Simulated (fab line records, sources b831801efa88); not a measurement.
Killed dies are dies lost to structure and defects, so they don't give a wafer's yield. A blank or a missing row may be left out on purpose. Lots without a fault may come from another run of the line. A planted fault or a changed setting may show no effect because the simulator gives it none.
Which tool did it? | flow sky130 | 12 lots, 36 wafers sampled, at 5 steps of a route of 708

WHAT THE GAUGES READ, wafer by wafer
SKY_VT_ADJUST_LVTN_TW_MEAS_21.
lot  | measured     | on            | VT_ADJUST_LVTN_2_TW
L586 | day 7 17:14  | film_metro-04 | 187.0 187.1 186.9
L587 | day 8 16:07  | film_metro-03 | 188.5 188.5 189.2
L588 | day 8 16:46  | film_metro-03 | 187.9 188.0 188.3
L589 | day 8 17:21  | film_metro-04 | 188.1 186.9 187.1
L591 | day 8 19:40  | film_metro-03 | 187.8 188.6 187.3
L590 | day 8 21:42  | film_metro-02 | 191.1 191.4 190.5
L598 | day 11 00:52 | film_metro-03 | 189.5 188.7 189.5
L599 | day 11 08:43 | film_metro-04 | 187.2 187.6 187.7
L601 | day 11 22:04 | film_metro-03 | 188.7 188.5 189.3
L605 | day 13 03:02 | film_metro-02 | 191.7 192.1 191.6
L606 | day 13 18:42 | film_metro-03 | 188.0 188.9 188.5
L607 | day 14 15:47 | film_metro-02 | 192.4 194.9 192.7

SKY_SONOS_ONO_THK_MEAS_01.
lot  | measured     | on            | SONOS_ONO_OXIDATION_THK (nm)
L586 | day 11 14:20 | film_metro-01 | 2.67 2.61 2.53
L587 | day 12 13:59 | film_metro-02 | 2.53 2.58 2.54
L588 | day 12 14:32 | film_metro-03 | 2.52 2.54 2.60
L589 | day 12 15:52 | film_metro-03 | 2.69 2.66 2.63
L591 | day 12 19:00 | film_metro-02 | 2.69 2.68 2.71
L590 | day 12 20:20 | film_metro-02 | 2.75 2.67 2.73
L598 | day 15 09:35 | film_metro-01 | 2.07 2.07 2.01 2.13 2.07 2.03
L599 | day 15 16:57 | film_metro-02 | 2.10 2.12 2.14 2.07 2.13 2.11
L601 | day 16 08:04 | film_metro-03 | 2.56 2.53 2.57
L605 | day 17 20:25 | film_metro-02 | 2.54 2.58 2.51
L606 | day 18 13:48 | film_metro-02 | 2.61 2.57 2.59
L607 | day 19 14:36 | film_metro-03 | 2.57 2.53 2.60

SKY_SONOS_ONO_THK_MEAS_05.
lot  | measured     | on            | SONOS_ONO_CVD_04_THK (nm)
L586 | day 11 16:45 | film_metro-02 | 5.66 5.76 5.80
L587 | day 12 16:51 | film_metro-02 | 5.68 5.75 5.61
L588 | day 12 18:05 | film_metro-03 | 5.90 5.86 5.89
L589 | day 12 19:20 | film_metro-02 | 5.89 5.80 5.70
L591 | day 12 23:04 | film_metro-03 | 5.75 5.75 5.80
L590 | day 12 23:03 | film_metro-01 | 5.90 5.85 5.84
L598 | day 15 18:13 | film_metro-02 | 5.86 5.77 5.81
L599 | day 15 20:34 | film_metro-03 | 5.65 5.54 5.66
L601 | day 16 12:05 | film_metro-01 | 5.59 5.59 5.59
L605 | day 18 00:24 | film_metro-03 | 5.76 5.73 5.74
L606 | day 18 16:13 | film_metro-03 | 5.67 5.66 5.72
L607 | day 19 17:01 | film_metro-03 | 5.65 5.76 5.64

SKY_GATE_OXIDE_OVL_MEAS_10.
lot  | measured     | on         | GATE_OXIDE_OVL (nm)
L586 | day 13 18:07 | overlay-02 | -1.6 -0.9 -1.0
L587 | day 14 21:28 | overlay-02 | -1.6 -1.9 -1.4
L588 | day 14 23:37 | overlay-02 | -0.4 0.7 -1.2
L589 | day 15 01:52 | overlay-02 | 1.9 1.1 0.3
L591 | day 15 05:52 | overlay-01 | -0.3 0.6 -0.5
L590 | day 15 06:10 | overlay-01 | -1.3 0.8 1.6
L598 | day 18 00:22 | overlay-02 | 2.0 0.6 4.7
L599 | day 18 08:31 | overlay-01 | -1.6 -4.2 -1.8
L601 | day 19 01:19 | overlay-01 | -0.1 -0.1 0.4
L605 | day 20 15:13 | overlay-02 | -1.1 0.7 1.7
L606 | day 21 09:10 | overlay-01 | -1.3 0.6 -1.7
L607 | day 22 07:43 | overlay-02 | 0.8 -0.4 -2.1

WHICH TOOL RAN EACH LOT (tool, then ch and the chambers of the sampled wafers, then the start)
lot  | SKY_SONOS_ONO_OXIDATION_00
L586 | furnace-02 ch 0, day 11 12:59
L587 | furnace-01 ch 0, day 12 12:38
L588 | furnace-02 ch 0, day 12 13:11
L589 | furnace-02 ch 0, day 12 14:32
L591 | furnace-02 ch 0, day 12 17:38
L590 | furnace-02 ch 0, day 12 18:59
L598 | furnace-02 ch 0, day 15 08:14
L599 | furnace-02 ch 0, day 15 15:35
L601 | furnace-01 ch 0, day 16 06:43
L605 | furnace-01 ch 0, day 17 19:04
L606 | furnace-01 ch 0, day 18 12:27
L607 | furnace-02 ch 0, day 19 13:16
- SKY_SONOS_ONO_OXIDATION_00: stabilise 600 s, purge 300 s, target thk 2.6 nm.

WHAT THE TOOLS THEMSELVES READ (means of the sampled wafers that have a number; where no wafer has one, the mark that the record gives instead)
SKY_SONOS_ONO_OXIDATION_00.
lot  | tool       | spike_tc_bottom_C (C) | spike_tc_centre_C (C) | spike_tc_lower_C (C) | spike_tc_top_C (C) | spike_tc_upper_C (C) | tube_center_temp_C (C) | tube_center_temp_C_max | zone_power_upper_pct (%)
L586 | furnace-02 | 821                   | 798.8                 | 801.8                | 807.9              | 801.0                | 800                    | 801.9                  | 14.52
L587 | furnace-01 | 813                   | 799.7                 | 799.3                | 811.2              | 799.2                | 800                    | 802.2                  | 14.37
L588 | furnace-02 | 823                   | 797.5                 | 800.7                | 808.0              | 801.4                | 800                    | 802.0                  | 14.38
L589 | furnace-02 | 822                   | 798.2                 | 801.3                | 809.0              | 800.5                | 800                    | 801.9                  | 14.37
L591 | furnace-02 | 822                   | 797.8                 | 801.5                | 808.1              | 800.2                | 800                    | 802.1                  | 14.45
L590 | furnace-02 | 822                   | 798.2                 | 801.4                | 808.3              | 801.3                | 800                    | 802.2                  | 14.34
L598 | furnace-02 | 806                   | 782.8                 | 786.2                | 793.1              | 784.7                | 785                    | 786.8                  | 13.93
L599 | furnace-02 | 807                   | 782.7                 | 786.2                | 793.8              | 785.6                | 785                    | 786.6                  | 13.70
L601 | furnace-01 | 814                   | 799.5                 | 799.5                | 811.0              | 800.6                | 800                    | 802.0                  | 14.38
L605 | furnace-01 | 814                   | 799.8                 | 799.0                | 812.5              | 798.6                | 800                    | 801.8                  | 14.43
L606 | furnace-01 | 813                   | 800.2                 | 800.0                | 811.1              | 799.3                | 800                    | 802.0                  | 14.32
L607 | furnace-02 | 822                   | 798.3                 | 802.1                | 808.1              | 801.9                | 800                    | 802.3                  | 14.52

THE ANSWER, worked out from the rows above alone
Rule: what is usual is taken from the lots themselves. Put in order of their means at a reading, lots are off if they are a third of the lots or fewer, leave a main group of 4 or more, and stand apart from it by a gap of 3 or more times the standard deviation of the main group's means; of several such gaps the widest counts. A main group whose means are all the same, to the digits that the tables above print for the reading, isn't used. A lot without any number at a reading at which 4 lots or more have one is off too. The other lots that the step has rows for count as sound. The gauges are gone through in route order, then the tools' own readings, and for those a lot's mean is taken as printed above. The first step at which some lot is off is used, and at that step the reading that is off furthest; a lot without a number counts as furthest.
Off: L598, L599, at SKY_SONOS_ONO_THK_MEAS_01 (SONOS_ONO_OXIDATION_THK). The main group: mean 2.60 nm, standard deviation 0.061.
A tool fits if, at a process step before that reading, it ran every lot that is off, and no sound lot after the first of them. The gauges at SKY_SONOS_ONO_THK_MEAS_01 aren't tried: what is off there is off at SKY_SONOS_ONO_OXIDATION_00 too, on other tools, and a gauge's error can't cause that. None of those tried fits.

WHAT THE SIMULATOR HAD PUT IN
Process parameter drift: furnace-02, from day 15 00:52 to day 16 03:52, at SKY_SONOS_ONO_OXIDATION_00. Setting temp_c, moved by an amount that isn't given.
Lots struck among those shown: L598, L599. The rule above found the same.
